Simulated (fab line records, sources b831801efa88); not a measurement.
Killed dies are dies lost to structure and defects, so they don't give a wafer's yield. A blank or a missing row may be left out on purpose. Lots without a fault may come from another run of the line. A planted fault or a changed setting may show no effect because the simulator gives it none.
Chamber matching | flow gf180mcu | GF_V5_CMP_04 on cmp-02: 4 sister chambers
The step polishes SiO2. 16 wafers are shown with their chamber, then 8 later ones without.

WAFERS WITH THEIR CHAMBER
wafer  | chamber | motor_current_A (A) | head_pressure_psi (psi) | edge_zone_pressure_frac
L465.2 | 0       | 14.1                | 3.999                   | 1.006
L465.5 | 0       | 14.6                | 4.004                   | 0.992
L465.6 | 1       | 15.3                | 3.990                   | 1.001
L466.2 | 2       | 11.3                | 4.004                   | 1.000
L466.3 | 1       | 14.4                | 4.012                   | 1.005
L466.4 | 3       | 14.6                | 3.996                   | 0.995
L467.1 | 1       | 14.5                | 4.012                   | 0.995
L467.3 | 3       | 14.2                | 3.995                   | 1.002
L467.6 | 1       | 15.2                | 3.997                   | 0.995
L470.1 | 3       | 14.9                | 4.000                   | 1.002
L470.4 | 0       | 14.4                | 3.998                   | 0.997
L470.5 | 2       | 11.5                | 3.993                   | 1.002
L471.1 | 2       | 12.3                | 3.995                   | 0.991
L471.2 | 3       | 14.2                | 3.999                   | 0.996
L471.3 | 1       | 14.9                | 3.993                   | 1.004
L472.1 | 0       | 14.6                | 3.997                   | 0.996

SIGNATURES (means of the wafers above)
reading                 | chamber 0 | chamber 1 | chamber 2 | chamber 3 | scatter within a chamber
motor_current_A         | 14.425    | 14.860    | 11.700    | 14.475    | 0.379
head_pressure_psi       | 3.99950   | 4.00080   | 3.99733   | 3.99750   | 0.00682
edge_zone_pressure_frac | 0.99775   | 1.00000   | 0.99767   | 0.99875   | 0.00507
Rule: a wafer's distance from a chamber is the root of the sum, over the readings, of the square of ((its reading less the chamber's mean) divided by the reading's scatter). The wafer belongs to the nearest chamber; if the next one is less than 2 further off, it can't be placed. The scatter: the root of (the sum of the squares of (reading less its chamber's mean) over the shown wafers, divided by (wafers less chambers)).

WAFERS WITHOUT THEIR CHAMBER
wafer  | motor_current_A (A) | head_pressure_psi (psi) | edge_zone_pressure_frac
L472.3 | 15.1                | 4.003                   | 0.994
L472.4 | 15.0                | 4.004                   | 1.001
L484.4 | 13.1                | 3.993                   | 0.995
L484.5 | 13.8                | 4.010                   | 0.993
L484.6 | 14.5                | 3.993                   | 1.002
L486.1 | 14.5                | 3.998                   | 0.996
L486.2 | 15.3                | 3.982                   | 1.000
L486.4 | 14.9                | 4.002                   | 1.000

WHICH CHAMBER EACH WENT THROUGH
wafer  | from the rows above               | in truth
L472.3 | can't be placed: 1 or 0 or 3      | 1
L472.4 | can't be placed: 1 or 3 or 0      | 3
L484.4 | can't be placed: 0 or 3 or 2 or 1 | 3
L484.5 | can't be placed: 0 or 3 or 1      | 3
L484.6 | can't be placed: 3 or 0 or 1      | 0
L486.1 | can't be placed: 0 or 3 or 1      | 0
L486.2 | can't be placed: 1 or 3 or 0      | 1
L486.4 | can't be placed: 1 or 3 or 0      | 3
Placed correctly: 0 of 8. Can't be placed from these rows: 8 (the true chamber is among the candidates in 8). Placed wrongly: 0.
